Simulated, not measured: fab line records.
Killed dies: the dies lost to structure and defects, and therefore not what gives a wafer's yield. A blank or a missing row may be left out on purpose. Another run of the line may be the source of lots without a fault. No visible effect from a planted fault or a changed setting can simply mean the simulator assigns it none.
A struck lot beside a sound one || flow sky130 || 18 out of 708 route steps
Sound: the wafers L703.1, L703.2, L703.5. Struck: wafers L698.3, L698.4, L698.5. The cause comes at the end.
At each step with rows: each side's tool, then ch and its chambers, then its first start. Under that, the readings that differ: sound wafers || struck wafers || difference of the means || sigmas: that difference in standard deviations of wafers without a fault.
alike: readings with means less than 2 such deviations apart, plus words and numbers identical on both sides. not compared: withheld readings, readings lacking a value on some wafer, bounds such as >300 that could conceal the same value, and numbers that have no deviation in the record and whose values overlap.
The two part at a step that has a row with sigmas, a row that says differs or no value, or rows on one side only. When numbers do not overlap yet have no deviation, they are printed without sigmas and do not part them. A reading that every wafer of one side lacks parts them only if that side has two wafers or more.

first, 3 steps without rows for these wafers: SKY_VT_ADJUST_HVTP_EXPOSE_04 (exposes mask HVTPM, target cd 380 nm); SKY_VT_ADJUST_HVTP_PEB_05; SKY_VT_ADJUST_HVTP_DEVELOP_06 (develop time 60 s).
SKY_VT_ADJUST_HVTP_CD_MEAS_07: target cd 380 nm.
  struck on cdSem-02, day 8 11:41; sound on cdSem-02, day 9 17:41
  alike: cdNm
SKY_VT_ADJUST_HVTP_OVL_MEAS_08:
  struck on overlay-01, day 8 11:46; sound on overlay-02, day 9 17:48
  alike: VT_ADJUST_HVTP_OVL
following that, these wafers have no rows for 1 step: SKY_VT_ADJUST_HVTP_IMPLANT_09.
SKY_VT_ADJUST_HVTP_STRIP_10: strips in O2/N2.
  sound on plasmaAsher-02 ch 0,1, day 9 17:59; struck on plasmaAsher-02 ch 0,1, day 8 11:59
  alike: chamberPressureMTorr, drypumpMotorCurrentA, oesProductAu, stripTimeToEndpointS
  not compared: rfHoursCounterH
SKY_VT_ADJUST_HVTP_TW_MEAS_11:
  struck on filmMetro-04, day 8 12:04; sound on filmMetro-01, day 9 18:05
  alike: VT_ADJUST_HVTP_TW
then, 4 steps without rows for these wafers: SKY_VT_ADJUST_LVTN_DEHYDRATE_00 (time 60 s); SKY_VT_ADJUST_LVTN_HMDS_01 (prime time 60 s); SKY_VT_ADJUST_LVTN_COAT_02 (resist thk 3000 nm); SKY_VT_ADJUST_LVTN_SOFTBAKE_03.
SKY_VT_ADJUST_LVTN_EXPOSE_04: exposes mask NWM COMPLEMENT LESS NATIVE, target cd 840 nm.
  sound on ilineStepper-01 ch 0, day 10 04:38; struck on ilineStepper-02 ch 0, day 8 22:07
{"reading": "model.VT_ADJUST_LVTN.overlayXNm (nm)", "sound": "1.161 1.161 1.161", "struck": "180.5 180.5 180.5", "difference": "+179.3", "sigmas": ""}
  alike: mask
then, 2 steps without rows for these wafers: SKY_VT_ADJUST_LVTN_PEB_05; SKY_VT_ADJUST_LVTN_DEVELOP_06 (develop time 60 s).
SKY_VT_ADJUST_LVTN_OVL_MEAS_07:
  struck on overlay-02, day 9 08:29; sound on overlay-02, day 10 16:05
{"reading": "VT_ADJUST_LVTN_OVL (nm)", "sound": "1.9 0.0 1.1", "struck": "179.6 179.3 179.0", "difference": "+178.3", "sigmas": "+99 or more"}
following that, these wafers have no rows for 1 step: SKY_VT_ADJUST_LVTN_IMPLANT_08.
-- record jumps: 39 days separate the struck wafers' starts on either side; left off in module VT_ADJUST_LVTN, taken up again in module PAD_OPEN, whose first shown step is the route's number 708 --
SKY_PAD_OPEN_PROBE_99:
  struck on prober-02, day 47 23:23; sound on prober-01, day 49 01:46
{"reading": "model.etest.sramPfetLatch.offLog10AUm", "sound": "-13.05 -13.03 -12.77", "struck": "-11.92 -12.35 -11.74", "difference": "+0.95", "sigmas": ""}
  alike: killed_at_M0_to_M3, killed_at_M4_up, killedAtContacts, killedAtFrontEnd, killedAtOther, killedDies, killedOnRim, killedOpen, killedShort

## WHERE THEY PART
Within this record, at SKY_VT_ADJUST_LVTN_OVL_MEAS_07 only. Later steps at which nothing parts them and some readings are alike: SKY_PAD_OPEN_PROBE_99.

WHY: whatever the simulator had introduced
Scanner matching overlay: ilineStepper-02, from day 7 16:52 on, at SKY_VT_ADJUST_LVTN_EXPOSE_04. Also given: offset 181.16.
